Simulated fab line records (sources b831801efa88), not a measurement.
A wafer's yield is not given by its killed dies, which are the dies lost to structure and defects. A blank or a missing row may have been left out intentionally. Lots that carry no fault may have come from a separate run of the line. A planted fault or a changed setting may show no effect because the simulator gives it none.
One fault seen from 2 desks || flow sky130 || every desk sees just its own numbers, and what lay behind them comes last

AT THE TOOL OWNER'S DESK: implanter-04
The tool's own readings at SKY_POLY_GATE_IMPLANT_02, given as means over the sampled wafers that have a number, one for each lot that went through this tool. The brackets show how far a lot's mean lies from the usual mean; more than 4 standard deviations puts the lot out of limits, marked OUT.
Columns: A = beam-on-s at SKY_POLY_GATE_IMPLANT_02, usual 33.6 s; B = dose-ions-cm2 at SKY_POLY_GATE_IMPLANT_02, usual 7.7e+15; C = end-station-pressure-torr at SKY_POLY_GATE_IMPLANT_02, usual 1.13e-05 Torr
{"lot": "L218", "first seen here": "day 16 23:49", "A": 35.3, "B": 7.7e+15, "C": 1.10e-05}
{"lot": "L220", "first seen here": "day 17 16:08", "A": 35.4, "B": 7.7e+15, "C": 1.09e-05}
{"lot": "L226", "first seen here": "day 20 04:17", "A": "65.8 (+12) OUT", "B": "1.4e+16 (+99 or more) OUT", "C": 8.50e-06}
{"lot": "L228", "first seen here": "day 20 16:05", "A": "66.6 (+13) OUT", "B": "1.4e+16 (+99 or more) OUT", "C": 8.97e-06}
This desk finds L226, L228 out of limits, L226 being first, at day 20 04:17 (beam-on-s at SKY_POLY_GATE_IMPLANT_02). In limits: L218, L220.

AT THE METROLOGY DESK
Lot by lot, what the gauges showed, no matter which tool ran the lot: averages of those sampled wafers that carry a number. The brackets show how far a lot's mean lies from the usual mean; more than 4 standard deviations puts the lot out of limits, marked OUT.
Columns: A = FIELD_ISO_CVD_24_THK at SKY_FIELD_ISO_THK_MEAS_25, usual 595 nm; B = POLY_CUT_OVL at SKY_POLY_CUT_OVL_MEAS_09, usual 0 nm; C = CONTACT_OVL at SKY_CONTACT_OVL_MEAS_15, usual 1 nm
{"lot": "L214", "first seen here": "day 2 15:00", "A": 595, "B": -6, "C": -2}
{"lot": "L215", "first seen here": "day 2 20:02", "A": 587, "B": 1, "C": 9}
{"lot": "L217", "first seen here": "day 3 09:17", "A": 587, "B": -2, "C": 4}
{"lot": "L218", "first seen here": "day 3 10:28", "A": 598, "B": -7, "C": -5}
{"lot": "L219", "first seen here": "day 3 14:29", "A": 589, "B": -1, "C": -8}
{"lot": "L220", "first seen here": "day 3 19:57", "A": 599, "B": -4, "C": 12}
{"lot": "L223", "first seen here": "day 4 10:58", "A": 605, "B": 3, "C": -8}
{"lot": "L226", "first seen here": "day 5 05:28", "A": 602, "B": -3, "C": -3}
{"lot": "L228", "first seen here": "day 5 14:46", "A": 600, "B": -2, "C": -2}
{"lot": "L233", "first seen here": "day 6 14:55", "A": 585, "B": 11, "C": 3}
{"lot": "L234", "first seen here": "day 6 21:53", "A": 595, "B": 2, "C": -7}
{"lot": "L236", "first seen here": "day 7 10:13", "A": 595, "B": 1, "C": -5}
This desk found nothing out of limits on any of the 12 lots.

ALL TOGETHER
An alarm could have come from the tool owner's desk at day 20 04:17, on L226, L228.
From the metrology desk's view, nothing was out of limits.
The metrology desk holds a record of L226, L228, inside its limits.
SKY_POLY_GATE_IMPLANT_02 was run on implanter-04 by each of the lots named.

WHAT THE SIMULATOR HAD PUT IN
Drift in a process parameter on implanter-04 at SKY_POLY_GATE_IMPLANT_02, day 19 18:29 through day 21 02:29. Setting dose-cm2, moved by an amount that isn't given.
Lots struck among those shown: L226, L228.
How many hours passed from the start of the fault until each desk's first out-of-limits reading: the tool owner's desk, 10.
